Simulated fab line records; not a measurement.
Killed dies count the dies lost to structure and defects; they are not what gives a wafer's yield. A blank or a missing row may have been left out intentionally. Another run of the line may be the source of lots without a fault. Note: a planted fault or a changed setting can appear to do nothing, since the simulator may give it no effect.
fab line records / flow sky130
record lots=13 wafers=39 last-day=49
route steps=708 shown FIELD_ISO@15 GATE_OXIDE@201 LDD_N@244
lots untouched by any fault: they come from a run of this same line in which no faults occurred
start-h: hours from the record's opening day to when the first of the lot's shown wafers began / wait-h: hours from the lot's prior step to this one / " same as the row above / L1.1+2: a row that stands for several wafers / - either no value or no given start / * or withheld: withheld / < > ~ a bound
route shown NAME@n: NAME is a module with steps in the file, n the number in the route of the first one / usual: the fault-free wafers' mean and standard deviation / same: alike in all rows / chamber/n: place in a boat / sites: each site's reading / _std_site: the values' standard deviation / _edge_site: inner sites' mean taken away from outer sites' mean / radius-mm: for every site, how far away it sits from the centre of the wafer / mask NAME#n: copy n / behind: the last tool/chamber to shape the wafer / hold: the reason the lot was held/the length of the hold in hours/how it ended / device: names the non-switching transistor (n, p or np) / end of line: the same wafers' tests at the end of the route / a step with no rows: only its recipe / killed: dies lost to structure and defects at the first sort, not the wafer's yield / map: dies across one wafer; x = killed, . = not, _ = none there
set.NAME: the run value of the setting; set.NAME@STEP: its run value at that earlier step / model.NAME: the simulator's own value behind a step, which no gauge read
steps of the route over a sample of lots; a table a step, a row a wafer
services: when a tool's chamber went out of use (start-h, in hours from the record's first day, below 0 if earlier), for how many hours, and the reason
## steps
# step SKY_FIELD_ISO_ETCH_14
# recipe chemistry=N2/H2 target=BARC ion-energy-ev=200 source-w=500 bias-w=100 pressure-mtorr=30 n2-flow-sccm=100 h2-flow-sccm=200 stop-on=SiO2 time-s=45.9 target-depth-a=600
# usual bias-w=100.0/0.34 drypump-motor-current-A=5.6/0.39 oes-product-au=0.854/0.0049 throttle-valve-pct=13.224/0.0087
lot.wafer=L703.3 tool=rie-diel-01 chamber=3 start-h=28.01 wait-h=0.1 bias-w=99.8 drypump-motor-current-A=5.8 oes-product-au=0.854 rf-hours-counter-h=52 throttle-valve-pct=13.216
lot.wafer=L703.4 tool=rie-diel-01 chamber=0 start-h=28.01 wait-h=0.1 bias-w=99.9 drypump-motor-current-A=6.2 oes-product-au=0.854 rf-hours-counter-h=106 throttle-valve-pct=13.217
lot.wafer=L703.5 tool=rie-diel-01 chamber=1 start-h=28.01 wait-h=0.1 bias-w=99.6 drypump-motor-current-A=5.7 oes-product-au=0.863 rf-hours-counter-h=- throttle-valve-pct=13.226
lot.wafer=L704.2 tool=rie-diel-03 chamber=3 start-h=33.91 wait-h=0.1 bias-w=100.5 drypump-motor-current-A=6.0 oes-product-au=0.860 rf-hours-counter-h=134 throttle-valve-pct=13.215
lot.wafer=L704.3 tool=rie-diel-03 chamber=2 start-h=33.91 wait-h=0.1 bias-w=99.3 drypump-motor-current-A=5.5 oes-product-au=0.856 rf-hours-counter-h=2 throttle-valve-pct=13.232
lot.wafer=L704.5 tool=rie-diel-03 chamber=3 start-h=33.91 wait-h=0.1 bias-w=99.8 drypump-motor-current-A=6.0 oes-product-au=0.846 rf-hours-counter-h=- throttle-valve-pct=13.224
lot.wafer=L705.4 tool=rie-diel-01 chamber=0 start-h=38.13 wait-h=0.0 bias-w=99.8 drypump-motor-current-A=6.2 oes-product-au=0.858 rf-hours-counter-h=107 throttle-valve-pct=13.207
lot.wafer=L705.5 tool=rie-diel-01 chamber=2 start-h=38.13 wait-h=0.0 bias-w=100.1 drypump-motor-current-A=5.8 oes-product-au=0.851 rf-hours-counter-h=- throttle-valve-pct=13.224
lot.wafer=L705.6 tool=rie-diel-01 chamber=1 start-h=38.13 wait-h=0.0 bias-w=100.0 drypump-motor-current-A=5.8 oes-product-au=0.849 rf-hours-counter-h=- throttle-valve-pct=13.233
lot.wafer=L706.1 tool=rie-diel-02 chamber=1 start-h=45.90 wait-h=0.1 bias-w=100.3 drypump-motor-current-A=5.3 oes-product-au=0.843 rf-hours-counter-h=94 throttle-valve-pct=13.220
lot.wafer=L706.2 tool=rie-diel-02 chamber=3 start-h=45.90 wait-h=0.1 bias-w=100.6 drypump-motor-current-A=5.2 oes-product-au=0.858 rf-hours-counter-h=20 throttle-valve-pct=13.233
lot.wafer=L706.6 tool=rie-diel-02 chamber=3 start-h=45.90 wait-h=0.1 bias-w=100.1 drypump-motor-current-A=5.2 oes-product-au=0.861 rf-hours-counter-h=- throttle-valve-pct=13.221
lot.wafer=L707.2 tool=rie-diel-01 chamber=3 start-h=56.71 wait-h=0.1 bias-w=99.9 drypump-motor-current-A=5.8 oes-product-au=0.857 rf-hours-counter-h=53 throttle-valve-pct=13.239
lot.wafer=L707.3 tool=rie-diel-01 chamber=1 start-h=56.71 wait-h=0.1 bias-w=99.9 drypump-motor-current-A=5.8 oes-product-au=0.847 rf-hours-counter-h=5 throttle-valve-pct=13.208
lot.wafer=L707.4 tool=rie-diel-01 chamber=0 start-h=56.71 wait-h=0.1 bias-w=100.1 drypump-motor-current-A=6.2 oes-product-au=0.862 rf-hours-counter-h=- throttle-valve-pct=13.240
lot.wafer=L708.1 tool=rie-diel-03 chamber=3 start-h=57.15 wait-h=0.1 bias-w=100.0 drypump-motor-current-A=5.9 oes-product-au=0.847 rf-hours-counter-h=135 throttle-valve-pct=13.243
lot.wafer=L708.3 tool=rie-diel-03 chamber=2 start-h=57.15 wait-h=0.1 bias-w=99.9 drypump-motor-current-A=5.4 oes-product-au=0.856 rf-hours-counter-h=2 throttle-valve-pct=13.212
lot.wafer=L708.6 tool=rie-diel-03 chamber=3 start-h=57.15 wait-h=0.1 bias-w=99.7 drypump-motor-current-A=6.0 oes-product-au=0.858 rf-hours-counter-h=- throttle-valve-pct=13.208
lot.wafer=L709.2 tool=rie-diel-02 chamber=2 start-h=66.71 wait-h=0.1 bias-w=99.8 drypump-motor-current-A=5.5 oes-product-au=0.852 rf-hours-counter-h=3 throttle-valve-pct=13.225
lot.wafer=L709.5 tool=rie-diel-02 chamber=0 start-h=66.71 wait-h=0.1 bias-w=100.3 drypump-motor-current-A=6.5 oes-product-au=0.846 rf-hours-counter-h=- throttle-valve-pct=13.222
lot.wafer=L709.6 tool=rie-diel-02 chamber=3 start-h=66.71 wait-h=0.1 bias-w=100.4 drypump-motor-current-A=5.2 oes-product-au=0.856 rf-hours-counter-h=- throttle-valve-pct=13.225
lot.wafer=L710.1 tool=rie-diel-03 chamber=0 start-h=66.83 wait-h=0.1 bias-w=100.1 drypump-motor-current-A=5.3 oes-product-au=0.858 rf-hours-counter-h=160 throttle-valve-pct=13.223
lot.wafer=L710.4 tool=rie-diel-03 chamber=1 start-h=66.83 wait-h=0.1 bias-w=100.4 drypump-motor-current-A=5.0 oes-product-au=0.854 rf-hours-counter-h=124 throttle-valve-pct=13.217
lot.wafer=L710.6 tool=rie-diel-03 chamber=1 start-h=66.83 wait-h=0.1 bias-w=100.6 drypump-motor-current-A=5.1 oes-product-au=0.852 rf-hours-counter-h=- throttle-valve-pct=13.221
lot.wafer=L711.1 tool=rie-diel-03 chamber=1 start-h=75.25 wait-h=0.1 bias-w=99.8 drypump-motor-current-A=5.0 oes-product-au=0.862 rf-hours-counter-h=124 throttle-valve-pct=13.218
lot.wafer=L711.5 tool=rie-diel-03 chamber=1 start-h=75.25 wait-h=0.1 bias-w=100.2 drypump-motor-current-A=5.1 oes-product-au=0.854 rf-hours-counter-h=- throttle-valve-pct=13.226
lot.wafer=L711.6 tool=rie-diel-03 chamber=0 start-h=75.25 wait-h=0.1 bias-w=100.2 drypump-motor-current-A=5.3 oes-product-au=0.855 rf-hours-counter-h=- throttle-valve-pct=13.230
lot.wafer=L715.1 tool=rie-diel-01 chamber=3 start-h=91.38 wait-h=0.1 bias-w=99.9 drypump-motor-current-A=5.8 oes-product-au=0.848 rf-hours-counter-h=53 throttle-valve-pct=13.221
lot.wafer=L715.4 tool=rie-diel-01 chamber=1 start-h=91.38 wait-h=0.1 bias-w=100.1 drypump-motor-current-A=5.8 oes-product-au=0.848 rf-hours-counter-h=6 throttle-valve-pct=13.230
lot.wafer=L715.5 tool=rie-diel-01 chamber=3 start-h=91.38 wait-h=0.1 bias-w=100.2 drypump-motor-current-A=5.8 oes-product-au=0.856 rf-hours-counter-h=- throttle-valve-pct=13.220
lot.wafer=L716.2 tool=rie-diel-03 chamber=1 start-h=96.86 wait-h=0.1 bias-w=100.5 drypump-motor-current-A=5.0 oes-product-au=0.854 rf-hours-counter-h=125 throttle-valve-pct=13.214
lot.wafer=L716.3 tool=rie-diel-03 chamber=0 start-h=96.86 wait-h=0.1 bias-w=100.2 drypump-motor-current-A=5.3 oes-product-au=0.853 rf-hours-counter-h=161 throttle-valve-pct=13.216
lot.wafer=L716.4 tool=rie-diel-03 chamber=3 start-h=96.86 wait-h=0.1 bias-w=99.9 drypump-motor-current-A=5.9 oes-product-au=0.849 rf-hours-counter-h=135 throttle-valve-pct=13.233
lot.wafer=L719.1 tool=rie-diel-02 chamber=3 start-h=114.06 wait-h=0.1 bias-w=100.1 drypump-motor-current-A=5.2 oes-product-au=0.856 rf-hours-counter-h=21 throttle-valve-pct=13.221
lot.wafer=L719.3 tool=rie-diel-02 chamber=0 start-h=114.06 wait-h=0.1 bias-w=99.7 drypump-motor-current-A=6.5 oes-product-au=0.854 rf-hours-counter-h=9 throttle-valve-pct=13.228
lot.wafer=L719.6 tool=rie-diel-02 chamber=2 start-h=114.06 wait-h=0.1 bias-w=99.9 drypump-motor-current-A=5.5 oes-product-au=0.847 rf-hours-counter-h=- throttle-valve-pct=13.218
lot.wafer=L721.1 tool=rie-diel-01 chamber=2 start-h=122.11 wait-h=0.1 bias-w=68.9 drypump-motor-current-A=5.8 oes-product-au=0.852 rf-hours-counter-h=65 throttle-valve-pct=13.214
lot.wafer=L721.5 tool=rie-diel-01 chamber=3 start-h=122.11 wait-h=0.1 bias-w=100.6 drypump-motor-current-A=5.8 oes-product-au=0.845 rf-hours-counter-h=- throttle-valve-pct=13.219
lot.wafer=L721.6 tool=rie-diel-01 chamber=0 start-h=122.11 wait-h=0.1 bias-w=100.7 drypump-motor-current-A=6.2 oes-product-au=0.841 rf-hours-counter-h=- throttle-valve-pct=13.220
# step SKY_FIELD_ISO_THK_MEAS_23
# recipe reads=SiO2_of_FIELD_ISO_OXIDATION_22
# usual FIELD_ISO_OXIDATION_01_THK=9.91/0.18
lot.wafer=L704.2 tool=film-metro-04 chamber=- start-h=36.55 wait-h=0.0 FIELD_ISO_OXIDATION_01_THK[nm]=9.53
lot.wafer=L704.3 tool=film-metro-04 chamber=- start-h=36.55 wait-h=0.0 FIELD_ISO_OXIDATION_01_THK[nm]=9.81
lot.wafer=L704.5 tool=film-metro-04 chamber=- start-h=36.55 wait-h=0.0 FIELD_ISO_OXIDATION_01_THK[nm]=9.55
lot.wafer=L703.3 tool=film-metro-03 chamber=- start-h=36.56 wait-h=0.0 FIELD_ISO_OXIDATION_01_THK[nm]=9.87
lot.wafer=L703.4 tool=film-metro-03 chamber=- start-h=36.56 wait-h=0.0 FIELD_ISO_OXIDATION_01_THK[nm]=9.89
lot.wafer=L703.5 tool=film-metro-03 chamber=- start-h=36.56 wait-h=0.0 FIELD_ISO_OXIDATION_01_THK[nm]=9.84
lot.wafer=L705.4 tool=film-metro-01 chamber=- start-h=46.34 wait-h=0.0 FIELD_ISO_OXIDATION_01_THK[nm]=10.01
lot.wafer=L705.5 tool=film-metro-01 chamber=- start-h=46.34 wait-h=0.0 FIELD_ISO_OXIDATION_01_THK[nm]=10.12
lot.wafer=L705.6 tool=film-metro-01 chamber=- start-h=46.34 wait-h=0.0 FIELD_ISO_OXIDATION_01_THK[nm]=10.12
lot.wafer=L706.1 tool=film-metro-03 chamber=- start-h=53.11 wait-h=0.0 FIELD_ISO_OXIDATION_01_THK[nm]=9.85
lot.wafer=L706.2 tool=film-metro-03 chamber=- start-h=53.11 wait-h=0.0 FIELD_ISO_OXIDATION_01_THK[nm]=9.79
lot.wafer=L706.6 tool=film-metro-03 chamber=- start-h=53.11 wait-h=0.0 FIELD_ISO_OXIDATION_01_THK[nm]=9.86
lot.wafer=L708.1 tool=film-metro-03 chamber=- start-h=60.50 wait-h=0.0 FIELD_ISO_OXIDATION_01_THK[nm]=9.93
lot.wafer=L708.3 tool=film-metro-03 chamber=- start-h=60.50 wait-h=0.0 FIELD_ISO_OXIDATION_01_THK[nm]=9.97
lot.wafer=L708.6 tool=film-metro-03 chamber=- start-h=60.50 wait-h=0.0 FIELD_ISO_OXIDATION_01_THK[nm]=9.87
lot.wafer=L707.2 tool=film-metro-04 chamber=- start-h=60.51 wait-h=0.0 FIELD_ISO_OXIDATION_01_THK[nm]=10.01
lot.wafer=L707.3 tool=film-metro-04 chamber=- start-h=60.51 wait-h=0.0 FIELD_ISO_OXIDATION_01_THK[nm]=10.10
lot.wafer=L707.4 tool=film-metro-04 chamber=- start-h=60.51 wait-h=0.0 FIELD_ISO_OXIDATION_01_THK[nm]=9.95
lot.wafer=L709.2 tool=film-metro-01 chamber=- start-h=68.52 wait-h=0.0 FIELD_ISO_OXIDATION_01_THK[nm]=9.86
lot.wafer=L709.5 tool=film-metro-01 chamber=- start-h=68.52 wait-h=0.0 FIELD_ISO_OXIDATION_01_THK[nm]=9.86
lot.wafer=L709.6 tool=film-metro-01 chamber=- start-h=68.52 wait-h=0.0 FIELD_ISO_OXIDATION_01_THK[nm]=9.71
lot.wafer=L710.1 tool=film-metro-01 chamber=- start-h=69.07 wait-h=0.0 FIELD_ISO_OXIDATION_01_THK[nm]=9.97
lot.wafer=L710.4 tool=film-metro-01 chamber=- start-h=69.07 wait-h=0.0 FIELD_ISO_OXIDATION_01_THK[nm]=9.91
lot.wafer=L710.6 tool=film-metro-01 chamber=- start-h=69.07 wait-h=0.0 FIELD_ISO_OXIDATION_01_THK[nm]=10.00
lot.wafer=L711.1 tool=film-metro-01 chamber=- start-h=77.33 wait-h=0.0 FIELD_ISO_OXIDATION_01_THK[nm]=10.14
lot.wafer=L711.5 tool=film-metro-01 chamber=- start-h=77.33 wait-h=0.0 FIELD_ISO_OXIDATION_01_THK[nm]=10.15
lot.wafer=L711.6 tool=film-metro-01 chamber=- start-h=77.33 wait-h=0.0 FIELD_ISO_OXIDATION_01_THK[nm]=10.18
lot.wafer=L715.1 tool=film-metro-01 chamber=- start-h=93.67 wait-h=0.0 FIELD_ISO_OXIDATION_01_THK[nm]=9.94
lot.wafer=L715.4 tool=film-metro-01 chamber=- start-h=93.67 wait-h=0.0 FIELD_ISO_OXIDATION_01_THK[nm]=10.05
lot.wafer=L715.5 tool=film-metro-01 chamber=- start-h=93.67 wait-h=0.0 FIELD_ISO_OXIDATION_01_THK[nm]=10.00
lot.wafer=L716.2 tool=film-metro-01 chamber=- start-h=99.45 wait-h=0.0 FIELD_ISO_OXIDATION_01_THK[nm]=9.86
lot.wafer=L716.3 tool=film-metro-01 chamber=- start-h=99.45 wait-h=0.0 FIELD_ISO_OXIDATION_01_THK[nm]=9.93
lot.wafer=L716.4 tool=film-metro-01 chamber=- start-h=99.45 wait-h=0.0 FIELD_ISO_OXIDATION_01_THK[nm]=9.89
lot.wafer=L719.1 tool=film-metro-01 chamber=- start-h=115.79 wait-h=0.0 FIELD_ISO_OXIDATION_01_THK[nm]=9.65
lot.wafer=L719.3 tool=film-metro-01 chamber=- start-h=115.79 wait-h=0.0 FIELD_ISO_OXIDATION_01_THK[nm]=9.47
lot.wafer=L719.6 tool=film-metro-01 chamber=- start-h=115.79 wait-h=0.0 FIELD_ISO_OXIDATION_01_THK[nm]=9.85
lot.wafer=L721.1 tool=film-metro-04 chamber=- start-h=124.41 wait-h=0.0 FIELD_ISO_OXIDATION_01_THK[nm]=9.92
lot.wafer=L721.5 tool=film-metro-04 chamber=- start-h=124.41 wait-h=0.0 FIELD_ISO_OXIDATION_01_THK[nm]=9.93
lot.wafer=L721.6 tool=film-metro-04 chamber=- start-h=124.41 wait-h=0.0 FIELD_ISO_OXIDATION_01_THK[nm]=9.89
# step SKY_GATE_OXIDE_TW_MEAS_14
# usual GATE_OXIDE_TW=225.1/1.7
lot.wafer=L703.3 tool=film-metro-03 chamber=- start-h=330.73 wait-h=0.1 GATE_OXIDE_TW=226.5
lot.wafer=L703.4 tool=film-metro-03 chamber=- start-h=330.73 wait-h=0.1 GATE_OXIDE_TW=226.3
lot.wafer=L703.5 tool=film-metro-03 chamber=- start-h=330.73 wait-h=0.1 GATE_OXIDE_TW=226.6
lot.wafer=L704.2 tool=film-metro-03 chamber=- start-h=335.65 wait-h=0.1 GATE_OXIDE_TW=227.7
lot.wafer=L704.3 tool=film-metro-03 chamber=- start-h=335.65 wait-h=0.1 GATE_OXIDE_TW=226.6
lot.wafer=L704.5 tool=film-metro-03 chamber=- start-h=335.65 wait-h=0.1 GATE_OXIDE_TW=226.4
lot.wafer=L705.4 tool=film-metro-03 chamber=- start-h=346.34 wait-h=0.1 GATE_OXIDE_TW=227.2
lot.wafer=L705.5 tool=film-metro-03 chamber=- start-h=346.34 wait-h=0.1 GATE_OXIDE_TW=227.8
lot.wafer=L705.6 tool=film-metro-03 chamber=- start-h=346.34 wait-h=0.1 GATE_OXIDE_TW=225.9
lot.wafer=L706.1 tool=film-metro-03 chamber=- start-h=349.17 wait-h=0.1 GATE_OXIDE_TW=226.5
lot.wafer=L706.2 tool=film-metro-03 chamber=- start-h=349.17 wait-h=0.1 GATE_OXIDE_TW=227.7
lot.wafer=L706.6 tool=film-metro-03 chamber=- start-h=349.17 wait-h=0.1 GATE_OXIDE_TW=227.1
lot.wafer=L707.2 tool=film-metro-04 chamber=- start-h=351.45 wait-h=0.1 GATE_OXIDE_TW=226.3
lot.wafer=L707.3 tool=film-metro-04 chamber=- start-h=351.45 wait-h=0.1 GATE_OXIDE_TW=227.1
lot.wafer=L707.4 tool=film-metro-04 chamber=- start-h=351.45 wait-h=0.1 GATE_OXIDE_TW=226.5
lot.wafer=L708.1 tool=film-metro-02 chamber=- start-h=353.58 wait-h=0.1 GATE_OXIDE_TW=223.1
lot.wafer=L708.3 tool=film-metro-02 chamber=- start-h=353.58 wait-h=0.1 GATE_OXIDE_TW=223.0
lot.wafer=L708.6 tool=film-metro-02 chamber=- start-h=353.58 wait-h=0.1 GATE_OXIDE_TW=221.7
lot.wafer=L709.2 tool=film-metro-02 chamber=- start-h=369.36 wait-h=0.1 GATE_OXIDE_TW=222.3
lot.wafer=L709.5 tool=film-metro-02 chamber=- start-h=369.36 wait-h=0.1 GATE_OXIDE_TW=222.8
lot.wafer=L709.6 tool=film-metro-02 chamber=- start-h=369.36 wait-h=0.1 GATE_OXIDE_TW=221.7
lot.wafer=L710.1 tool=film-metro-04 chamber=- start-h=372.87 wait-h=0.1 GATE_OXIDE_TW=223.8
lot.wafer=L710.4 tool=film-metro-04 chamber=- start-h=372.87 wait-h=0.1 GATE_OXIDE_TW=224.2
lot.wafer=L710.6 tool=film-metro-04 chamber=- start-h=372.87 wait-h=0.1 GATE_OXIDE_TW=225.3
lot.wafer=L711.1 tool=film-metro-02 chamber=- start-h=386.89 wait-h=0.1 GATE_OXIDE_TW=225.5
lot.wafer=L711.5 tool=film-metro-02 chamber=- start-h=386.89 wait-h=0.1 GATE_OXIDE_TW=223.2
lot.wafer=L711.6 tool=film-metro-02 chamber=- start-h=386.89 wait-h=0.1 GATE_OXIDE_TW=223.9
lot.wafer=L715.1 tool=film-metro-04 chamber=- start-h=409.40 wait-h=0.1 GATE_OXIDE_TW=227.0
lot.wafer=L715.4 tool=film-metro-04 chamber=- start-h=409.40 wait-h=0.1 GATE_OXIDE_TW=227.8
lot.wafer=L715.5 tool=film-metro-04 chamber=- start-h=409.40 wait-h=0.1 GATE_OXIDE_TW=226.3
lot.wafer=L716.2 tool=film-metro-02 chamber=- start-h=418.88 wait-h=0.1 GATE_OXIDE_TW=222.7
lot.wafer=L716.3 tool=film-metro-02 chamber=- start-h=418.88 wait-h=0.1 GATE_OXIDE_TW=222.4
lot.wafer=L716.4 tool=film-metro-02 chamber=- start-h=418.88 wait-h=0.1 GATE_OXIDE_TW=222.6
lot.wafer=L719.1 tool=film-metro-03 chamber=- start-h=454.54 wait-h=0.1 GATE_OXIDE_TW=225.2
lot.wafer=L719.3 tool=film-metro-03 chamber=- start-h=454.54 wait-h=0.1 GATE_OXIDE_TW=225.3
lot.wafer=L719.6 tool=film-metro-03 chamber=- start-h=454.54 wait-h=0.1 GATE_OXIDE_TW=224.6
lot.wafer=L721.1 tool=film-metro-04 chamber=- start-h=462.78 wait-h=0.1 GATE_OXIDE_TW=224.9
lot.wafer=L721.5 tool=film-metro-04 chamber=- start-h=462.78 wait-h=0.1 GATE_OXIDE_TW=224.3
lot.wafer=L721.6 tool=film-metro-04 chamber=- start-h=462.78 wait-h=0.1 GATE_OXIDE_TW=225.0
# step SKY_LDD_N_OVL_MEAS_07
# usual LDD_N_OVL=-1.1/1.4
lot.wafer=L703.3 tool=overlay-02 chamber=- start-h=423.59 wait-h=0.1 LDD_N_OVL[nm]=-1.6
lot.wafer=L703.4 tool=overlay-02 chamber=- start-h=423.59 wait-h=0.1 LDD_N_OVL[nm]=0.2
lot.wafer=L703.5 tool=overlay-02 chamber=- start-h=423.59 wait-h=0.1 LDD_N_OVL[nm]=-0.4
lot.wafer=L704.2 tool=overlay-02 chamber=- start-h=429.07 wait-h=0.1 LDD_N_OVL[nm]=-1.2
lot.wafer=L704.3 tool=overlay-02 chamber=- start-h=429.07 wait-h=0.1 LDD_N_OVL[nm]=1.1
lot.wafer=L704.5 tool=overlay-02 chamber=- start-h=429.07 wait-h=0.1 LDD_N_OVL[nm]=0.0
lot.wafer=L705.4 tool=overlay-01 chamber=- start-h=443.45 wait-h=0.1 LDD_N_OVL[nm]=-3.5
lot.wafer=L705.5 tool=overlay-01 chamber=- start-h=443.45 wait-h=0.1 LDD_N_OVL[nm]=-3.0
lot.wafer=L705.6 tool=overlay-01 chamber=- start-h=443.45 wait-h=0.1 LDD_N_OVL[nm]=-1.9
lot.wafer=L706.1 tool=overlay-01 chamber=- start-h=445.76 wait-h=0.1 LDD_N_OVL[nm]=-3.4
lot.wafer=L706.2 tool=overlay-01 chamber=- start-h=445.76 wait-h=0.1 LDD_N_OVL[nm]=-0.3
lot.wafer=L706.6 tool=overlay-01 chamber=- start-h=445.76 wait-h=0.1 LDD_N_OVL[nm]=-0.7
lot.wafer=L707.2 tool=overlay-02 chamber=- start-h=451.94 wait-h=0.1 LDD_N_OVL[nm]=-2.4
lot.wafer=L707.3 tool=overlay-02 chamber=- start-h=451.94 wait-h=0.1 LDD_N_OVL[nm]=-1.6
lot.wafer=L707.4 tool=overlay-02 chamber=- start-h=451.94 wait-h=0.1 LDD_N_OVL[nm]=-2.3
lot.wafer=L708.1 tool=overlay-01 chamber=- start-h=455.10 wait-h=0.1 LDD_N_OVL[nm]=-1.5
lot.wafer=L708.3 tool=overlay-01 chamber=- start-h=455.10 wait-h=0.1 LDD_N_OVL[nm]=-1.6
lot.wafer=L708.6 tool=overlay-01 chamber=- start-h=455.10 wait-h=0.1 LDD_N_OVL[nm]=0.9
lot.wafer=L709.2 tool=overlay-01 chamber=- start-h=467.61 wait-h=0.1 LDD_N_OVL[nm]=-2.8
lot.wafer=L709.5 tool=overlay-01 chamber=- start-h=467.61 wait-h=0.1 LDD_N_OVL[nm]=0.1
lot.wafer=L709.6 tool=overlay-01 chamber=- start-h=467.61 wait-h=0.1 LDD_N_OVL[nm]=-2.7
lot.wafer=L710.1 tool=overlay-02 chamber=- start-h=472.66 wait-h=0.1 LDD_N_OVL[nm]=0.0
lot.wafer=L710.4 tool=overlay-02 chamber=- start-h=472.66 wait-h=0.1 LDD_N_OVL[nm]=-0.8
lot.wafer=L710.6 tool=overlay-02 chamber=- start-h=472.66 wait-h=0.1 LDD_N_OVL[nm]=-1.1
lot.wafer=L711.1 tool=overlay-02 chamber=- start-h=486.40 wait-h=0.1 LDD_N_OVL[nm]=0.4
lot.wafer=L711.5 tool=overlay-02 chamber=- start-h=486.40 wait-h=0.1 LDD_N_OVL[nm]=1.5
lot.wafer=L711.6 tool=overlay-02 chamber=- start-h=486.40 wait-h=0.1 LDD_N_OVL[nm]=1.9
lot.wafer=L715.1 tool=overlay-02 chamber=- start-h=509.01 wait-h=0.1 LDD_N_OVL[nm]=-1.2
lot.wafer=L715.4 tool=overlay-02 chamber=- start-h=509.01 wait-h=0.1 LDD_N_OVL[nm]=-1.1
lot.wafer=L715.5 tool=overlay-02 chamber=- start-h=509.01 wait-h=0.1 LDD_N_OVL[nm]=0.6
lot.wafer=L716.2 tool=overlay-01 chamber=- start-h=520.67 wait-h=0.1 LDD_N_OVL[nm]=-1.3
lot.wafer=L716.3 tool=overlay-01 chamber=- start-h=520.67 wait-h=0.1 LDD_N_OVL[nm]=-3.1
lot.wafer=L716.4 tool=overlay-01 chamber=- start-h=520.67 wait-h=0.1 LDD_N_OVL[nm]=-1.7
lot.wafer=L719.1 tool=overlay-01 chamber=- start-h=553.15 wait-h=0.1 LDD_N_OVL[nm]=-3.5
lot.wafer=L719.3 tool=overlay-01 chamber=- start-h=553.15 wait-h=0.1 LDD_N_OVL[nm]=-3.0
lot.wafer=L719.6 tool=overlay-01 chamber=- start-h=553.15 wait-h=0.1 LDD_N_OVL[nm]=-2.4
lot.wafer=L721.1 tool=overlay-01 chamber=- start-h=561.45 wait-h=0.1 LDD_N_OVL[nm]=0.7
lot.wafer=L721.5 tool=overlay-01 chamber=- start-h=561.45 wait-h=0.1 LDD_N_OVL[nm]=-2.5
lot.wafer=L721.6 tool=overlay-01 chamber=- start-h=561.45 wait-h=0.1 LDD_N_OVL[nm]=1.0
## services
tool=rie-diel-02 chamber=1 start-h=8.85 hours=12.5 kind=repair
tool=rie-diel-01 chamber=1 start-h=18.14 hours=4.7 kind=repair
tool=rie-diel-01 chamber=2 start-h=52.23 hours=9.1 kind=repair
tool=rie-diel-02 chamber=- start-h=74.72 hours=14.6 kind=pm
tool=rie-diel-02 chamber=- start-h=95.29 hours=1.7 kind=repair
tool=rie-diel-03 chamber=0 start-h=119.54 hours=- kind=clean
tool=rie-diel-03 chamber=0 start-h=119.54 hours=18.8 kind=scheduled-down
tool=rie-diel-03 chamber=0 start-h=119.54 hours=18.8 kind=vent-cycle
## key
first-sign step=SKY_FIELD_ISO_ETCH_14 reading=bias-w direction=down sigmas=91 usual=100.0 struck=68.9
effect none on later readings
met-at SKY_FIELD_ISO_ETCH_14
struck-lots L721
struck-wafers L721.1
tester-left-out L721
not-acting-at SKY_FIELD_ISO_THK_MEAS_23,SKY_GATE_OXIDE_TW_MEAS_14,SKY_LDD_N_OVL_MEAS_07
onset-between 38.13 122.11
fault kind=process-parameter-drift tool=rie-diel-01 chamber=2 onset-h=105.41 steps=SKY_FIELD_ISO_ETCH_14 channel=bias-w offset=-30.898 shape=step end-h=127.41 acts-in=these-recipes-only stated=100
# tester-left-out: of these lots the tester's yield and bins aren't shown, on N5 and GAA mostly nor the transistor test; their killed dies are dies lost to structure and defects alone, not to doping, threshold or leakage, so they don't give the yield
